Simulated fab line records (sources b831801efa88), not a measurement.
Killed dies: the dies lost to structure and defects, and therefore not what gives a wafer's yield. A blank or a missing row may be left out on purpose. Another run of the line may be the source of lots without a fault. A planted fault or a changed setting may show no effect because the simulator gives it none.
Matching of chambers	flow sky130	4 sister chambers for SKY_LI_CONTACT_ETCH_14 on rie_diel-01
The step etches BARC in N2/H2, stops on SiO2, time 45.9 s, target depth 60 nm. 16 wafers are shown with their chamber, then 8 later ones without.

## WAFERS, EACH WITH ITS CHAMBER
wafer	chamber	drypump_motor_current_A (A)	rf_fwd_power_W (W)	throttle_valve_pct (%)
L075.1	3	6.5	493.0	13.225
L075.3	1	5.4	491.7	13.203
L075.5	0	5.6	494.8	13.218
L077.1	1	5.4	493.2	13.224
L077.2	0	5.7	498.7	13.208
L077.4	3	6.5	493.4	13.226
L079.1	1	5.4	493.8	13.226
L079.2	2	6.3	492.0	13.230
L079.5	2	6.3	491.7	13.222
L080.1	1	5.4	491.9	13.212
L080.3	0	5.6	498.0	13.229
L080.4	3	6.5	495.1	13.216
L090.3	2	6.3	492.1	13.221
L090.5	2	6.3	491.4	13.233
L090.6	1	5.4	493.8	13.209
L092.1	3	6.5	495.9	13.221

SIGNATURES (averages over the wafers above)
reading	chamber 0	chamber 1	chamber 2	chamber 3	scatter within a chamber
drypump_motor_current_A	5.633	5.400	6.300	6.500	0.0236
rf_fwd_power_W	497.167	492.880	491.800	494.350	1.25
throttle_valve_pct	13.21833	13.21480	13.22650	13.22200	0.00805
Rule: for each reading, subtract the chamber's mean from the wafer's reading, divide by that reading's scatter and square the result; add these up over the readings and take the root, which gives the wafer's distance from the chamber. The wafer belongs to the nearest chamber; if the next one is less than 2 further off, it can't be placed. The scatter: take each reading less its chamber's mean, square it, sum over the shown wafers, divide by the number of wafers less the number of chambers, and take the root.

## WAFERS MISSING THEIR CHAMBER
wafer	drypump_motor_current_A (A)	rf_fwd_power_W (W)	throttle_valve_pct (%)
L092.2	5.4	492.5	13.202
L092.5	5.4	493.1	13.222
L091.1	6.5	494.4	13.234
L091.4	5.4	494.4	13.225
L091.6	5.6	497.3	13.204
L095.1	6.5	495.5	13.217
L095.3	6.3	493.2	13.212
L095.4	5.4	492.6	13.232

## WHICH CHAMBER EACH ONE RAN IN
wafer	from the rows above	in truth
L092.2	1	1
L092.5	1	1
L091.1	3	3
L091.4	1	1
L091.6	0	0
L095.1	3	3
L095.3	2	2
L095.4	1	1
Correct placement for 8 of the 8. Left unplaced by these rows: 0. Number placed wrongly: 0.
